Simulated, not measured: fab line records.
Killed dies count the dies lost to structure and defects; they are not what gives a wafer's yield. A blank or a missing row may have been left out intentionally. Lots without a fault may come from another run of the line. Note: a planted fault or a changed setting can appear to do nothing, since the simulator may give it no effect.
A struck lot beside a sound one | flow sky130 | 15 out of 708 route steps
Sound: wafers L263.1, L263.2, L263.4. Wafers L260.1, L260.3, L260.5 were the ones struck. Last of all comes the cause.
Order at every step that has rows: each side's tool, ch and its chambers, its first start. Under that, the readings that differ: sound wafers | struck wafers | difference of the means | sigmas: that difference in standard deviations of wafers without a fault.
alike: a reading whose means differ by less than 2 such deviations, as well as words and numbers matching on both sides. not compared: withheld readings; readings where some wafer has no value; bounds like >300 that might hide an equal value; numbers whose values overlap and for which the record gives no deviation.
A row with sigmas, a row that says differs or no value, or rows on one side alone: a step with any of these is where the two part. Non-overlapping numbers with no deviation appear without sigmas and do not part them. Lack of a reading on every wafer of one side parts them only where that side has two or more wafers.

SKY_VT_ADJUST_PCH_STRIP_09: strips in O2/N2.
  sound on plasmaAsher-02 ch 0,1, day 14 03:31; struck on plasmaAsher-04 ch 0,1, day 13 15:10
  alike: drypumpMotorCurrentA, oesProductAu, stripTimeToEndpointS
  not compared: rfHoursCounterH
SKY_VT_ADJUST_PCH_TW_MEAS_10:
  sound: filmMetro-02 at day 14 03:37; struck: filmMetro-02 at day 13 15:17
  alike: VT_ADJUST_PCH_TW
then, 7 steps without rows for these wafers: SKY_SONOS_TUNNEL_DEHYDRATE_00 (time 60 s); SKY_SONOS_TUNNEL_HMDS_01 (prime time 60 s); SKY_SONOS_TUNNEL_COAT_02 (resist thk 1140 nm); SKY_SONOS_TUNNEL_SOFTBAKE_03 (time 60 s); SKY_SONOS_TUNNEL_EXPOSE_04 (exposes mask TUNM, target cd 410 nm); SKY_SONOS_TUNNEL_PEB_05; SKY_SONOS_TUNNEL_DEVELOP_06 (develop time 60 s).
SKY_SONOS_TUNNEL_CD_MEAS_07 targets a cd of 410 nm.
  sound: cdSem-02 at day 15 04:04; struck: cdSem-02 at day 14 12:28
  alike: cdNm
SKY_SONOS_TUNNEL_OVL_MEAS_08:
  sound: overlay-02 at day 15 04:11; struck: overlay-01 at day 14 12:35
  alike: SONOS_TUNNEL_OVL
next, for these wafers, 1 step has no rows: SKY_SONOS_TUNNEL_IMPLANT_09.
SKY_SONOS_TUNNEL_WET_ETCH_10: etches SiO2 in dHF, target depth 14 nm, time 280 s.
  sound on wetBench-04 ch 2, day 15 04:22; struck on wetBench-03 ch 3, day 14 12:46
  no value came back on the struck wafers for bathHeatDutyPct (%), runLengthS (s); on the sound wafers bathHeatDutyPct (%) reads 6.3 6.3 5.7
then, 1 step without rows for these wafers: SKY_SONOS_TUNNEL_STRIP_11 (strips in SPM, time 600 s).
-- a jump in the record: the struck wafers' starts before and after are 34 days apart (it breaks off in module SONOS_TUNNEL and resumes in module PAD_OPEN, where the first step shown is number 708 of the route) --
SKY_PAD_OPEN_PROBE_99:
  sound: prober-02 at day 48 17:08; struck: prober-02 at day 48 15:38
reading          | sound    | struck      | difference | sigmas
killedAtFrontEnd | 11 18 14 | 434 424 429 | +415       | +86
killedDies       | 81 68 68 | 492 492 492 | +420       | +46
killedOnRim      | 16 10 15 | 96 96 96    | +82        | +24
  alike: killed_at_M0_to_M3, killed_at_M4_up, killedAtContacts, killedAtOther, killedOpen, killedShort

WHERE THEY PART
At SKY_SONOS_TUNNEL_WET_ETCH_10 first; at SKY_PAD_OPEN_PROBE_99 last (within this record only).

WHY: the cause the simulator had injected
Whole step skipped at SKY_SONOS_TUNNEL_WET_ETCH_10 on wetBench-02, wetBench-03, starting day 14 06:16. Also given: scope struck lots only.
